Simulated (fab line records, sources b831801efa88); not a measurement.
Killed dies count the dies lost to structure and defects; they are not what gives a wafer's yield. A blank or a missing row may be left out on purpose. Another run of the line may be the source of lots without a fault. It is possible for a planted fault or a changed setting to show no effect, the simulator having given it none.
Matching of chambers / flow sky130 / 4 sister chambers for SKY_POLY_GATE_ETCH_17 on rieSi-01
The step etches poly-Si in HBr/Cl2, stops on SiO2, target depth 180 nm, time 70.5 s. 4 wafers are shown with their chamber, then 8 later ones without.

WAFERS, EACH WITH ITS CHAMBER
wafer=L497.5; chamber=2; drypumpMotorCurrentA (A)=5.8
wafer=L499.1; chamber=0; drypumpMotorCurrentA (A)=5.9
wafer=L499.5; chamber=3; drypumpMotorCurrentA (A)=6.1
wafer=L501.3; chamber=1; drypumpMotorCurrentA (A)=5.6

WAFERS MISSING THEIR CHAMBER
wafer=L501.5; drypumpMotorCurrentA (A)=5.6
wafer=L501.6; drypumpMotorCurrentA (A)=5.9
wafer=L503.2; drypumpMotorCurrentA (A)=5.8
wafer=L503.4; drypumpMotorCurrentA (A)=6.1
wafer=L503.5; drypumpMotorCurrentA (A)=6.1
wafer=L505.3; drypumpMotorCurrentA (A)=6.3
wafer=L505.5; drypumpMotorCurrentA (A)=6.2
wafer=L505.6; drypumpMotorCurrentA (A)=5.9

EACH ONE'S CHAMBER
wafer=L501.5; from the rows above=1; in truth=1
wafer=L501.6; from the rows above=can't be placed: 0 or 2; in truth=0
wafer=L503.2; from the rows above=can't be placed: 2 or 0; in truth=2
wafer=L503.4; from the rows above=3; in truth=3
wafer=L503.5; from the rows above=3; in truth=3
wafer=L505.3; from the rows above=3; in truth=3
wafer=L505.5; from the rows above=3; in truth=3
wafer=L505.6; from the rows above=can't be placed: 0 or 2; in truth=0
Placed correctly: 5 of 8. Cannot be placed on the basis of these rows: 3; the candidates contain the true chamber in 3. Wrongly placed: 0.
How it was worked out, from the rows above alone: a wafer's distance from a chamber is the root of the sum, over the readings, of the square of ((its reading less the chamber's mean) divided by the reading's scatter). If the next closest chamber is less than 2 further off than the closest, the wafer can't be placed; otherwise it belongs to the closest. For every chamber, the mean is computed from those of its wafers that are shown. The scatter: root of mean squared gap, hidden wafer to nearest shown wafer, with one shown wafer a chamber.
